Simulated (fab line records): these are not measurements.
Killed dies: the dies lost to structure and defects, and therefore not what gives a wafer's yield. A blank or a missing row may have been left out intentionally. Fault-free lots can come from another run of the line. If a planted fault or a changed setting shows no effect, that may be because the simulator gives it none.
Chamber matching | flow gf180mcu | 4 sister chambers for GF_V4_ETCH_17 on rieDiel-03
The step etches SiO2 in C4F8/O2/Ar, stops on TiN, target depth 630 nm. 4 wafers are shown with their chamber, then 6 later ones without.

## EACH WAFER AND ITS CHAMBER
wafer  | chamber | oesProductAu (a.u.)
L508.6 | 0       | 0.859
L512.2 | 1       | 0.859
L513.1 | 3       | 0.856
L513.3 | 2       | 0.864

## WAFERS WHOSE CHAMBER IS MISSING
wafer  | oesProductAu (a.u.)
L513.6 | 0.857
L515.1 | 0.856
L515.4 | 0.854
L515.5 | 0.868
L521.1 | 0.858
L521.2 | 0.853

## CHAMBER TAKEN BY EACH
wafer  | from the rows above          | in truth
L513.6 | can't be placed: 3 or 0 or 1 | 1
L515.1 | can't be placed: 3 or 0 or 1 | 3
L515.4 | can't be placed: 3 or 0 or 1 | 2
L515.5 | 2                            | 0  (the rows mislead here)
L521.1 | can't be placed: 0 or 1 or 3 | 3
L521.2 | can't be placed: 3 or 0 or 1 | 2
Correctly placed: 0 of 6. Unplaceable from these rows: 5, with the true chamber sitting among the candidates in 3. Wrongly placed: 1.
How it was worked out, from the rows above alone: a wafer's distance from a chamber is the root of the sum, over the readings, of the square of ((its reading less the chamber's mean) divided by the reading's scatter). If the next closest chamber is less than 2 further off than the closest, the wafer can't be placed; otherwise it belongs to the closest. A chamber's mean is the mean of its shown wafers. The scatter: with one shown wafer a chamber, the root of the mean of the squares of how far each hidden wafer lies from its nearest shown one.
